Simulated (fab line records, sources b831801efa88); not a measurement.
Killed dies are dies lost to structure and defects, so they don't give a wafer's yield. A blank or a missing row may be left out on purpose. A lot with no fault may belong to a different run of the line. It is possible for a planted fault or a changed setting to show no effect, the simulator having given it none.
Chamber matching | flow sky130 | 4 sister chambers for SKY_CONTACT_CMP_27 on cmp-02
The step polishes, stops on SiO2, t overpolish 15 s, target thk 0 nm. 33 wafers are shown with their chamber, then 12 later ones without.

EACH WAFER AND ITS CHAMBER
wafer  | chamber | motorCurrentA (A) | timeToEndpointS (s) | overpolishRunS (s)
L075.4 | 2       | 9.6               | 86                  | 15.002
L075.5 | 3       | 10.7              | 81                  | 14.996
L075.6 | 2       | 9.4               | 82                  | 15.006
L076.3 | 3       | 11.4              | 82                  | 14.988
L076.5 | 1       | 11.5              | 85                  | 15.007
L076.6 | 2       | 9.4               | 86                  | 15.007
L081.1 | 0       | 13.6              | 80                  | 14.990
L081.3 | 1       | 12.0              | 81                  | 15.021
L081.4 | 3       | 10.8              | 80                  | 14.995
L082.1 | 1       | 11.9              | 83                  | 15.004
L082.2 | 3       | 10.4              | 81                  | 15.010
L082.3 | 0       | 14.7              | 84                  | 14.982
L082.4 | 2       | 9.9               | 85                  | 14.983
L082.5 | 0       | 13.4              | 85                  | 15.001
L082.6 | 1       | 12.0              | 85                  | 15.007
L083.2 | 2       | 9.7               | 91                  | 14.990
L083.3 | 0       | 13.9              | 87                  | 15.020
L083.4 | 1       | 11.6              | 89                  | 14.994
L085.2 | 2       | 9.5               | 84                  | 15.013
L085.3 | 0       | 14.2              | 84                  | 15.005
L085.4 | 3       | 11.1              | 79                  | 14.995
L084.2 | 1       | 11.9              | 83                  | 15.007
L084.4 | 2       | 10.0              | 85                  | 14.994
L084.5 | 0       | 13.9              | 83                  | 14.983
L086.2 | 2       | 9.7               | 85                  | 14.997
L086.4 | 1       | 11.4              | 84                  | 14.996
L086.5 | 2       | 9.6               | 88                  | 15.020
L087.1 | 3       | 11.4              | 79                  | 15.004
L087.3 | 0       | 13.6              | 83                  | 14.999
L087.5 | 0       | 13.4              | 81                  | 14.996
L090.2 | 3       | 11.1              | 78                  | 14.976
L090.3 | 2       | 10.0              | 86                  | 15.009
L090.6 | 2       | 9.5               | 83                  | 15.002

SIGNATURES (averages over the wafers above)
reading         | chamber 0 | chamber 1 | chamber 2 | chamber 3 | scatter within a chamber
motorCurrentA   | 13.838    | 11.757    | 9.664     | 10.986    | 0.325
timeToEndpointS | 83.38     | 84.29     | 85.55     | 80.00     | 2.21
overpolishRunS  | 14.99700  | 15.00514  | 15.00209  | 14.99486  | 0.0108
Rule: for each reading, subtract the chamber's mean from the wafer's reading, divide by that reading's scatter and square the result; add these up over the readings and take the root, which gives the wafer's distance from the chamber. If the next closest chamber is less than 2 further off than the closest, the wafer can't be placed; otherwise it belongs to the closest. The scatter: the root of (the sum of the squares of (reading less its chamber's mean) over the shown wafers, divided by (wafers less chambers)).

WAFERS MISSING THEIR CHAMBER
wafer  | motorCurrentA (A) | timeToEndpointS (s) | overpolishRunS (s)
L091.1 | 10.2              | 86                  | 14.995
L091.4 | 14.7              | 87                  | 15.018
L091.5 | 10.8              | 82                  | 14.996
L093.1 | 10.8              | 80                  | 14.996
L093.2 | 11.8              | 85                  | 14.987
L093.5 | 10.7              | 79                  | 15.003
L094.1 | 9.9               | 85                  | 15.000
L094.5 | 10.7              | 79                  | 14.995
L094.6 | 14.0              | 85                  | 15.017
L096.1 | 11.2              | 80                  | 15.012
L096.2 | 14.0              | 83                  | 14.996
L096.5 | 10.4              | 81                  | 15.004

EACH ONE'S CHAMBER
wafer  | from the rows above     | in truth
L091.1 | can't be placed: 2 or 3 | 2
L091.4 | 0                       | 0
L091.5 | 3                       | 3
L093.1 | 3                       | 3
L093.2 | can't be placed: 1 or 3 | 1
L093.5 | 3                       | 3
L094.1 | 2                       | 2
L094.5 | 3                       | 3
L094.6 | 0                       | 0
L096.1 | can't be placed: 3 or 1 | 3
L096.2 | 0                       | 0
L096.5 | can't be placed: 3 or 2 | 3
Correct placement for 8 of the 12. From these rows, 4 cannot be placed; in 4 the true chamber is one of the candidates. Placed wrongly: 0.
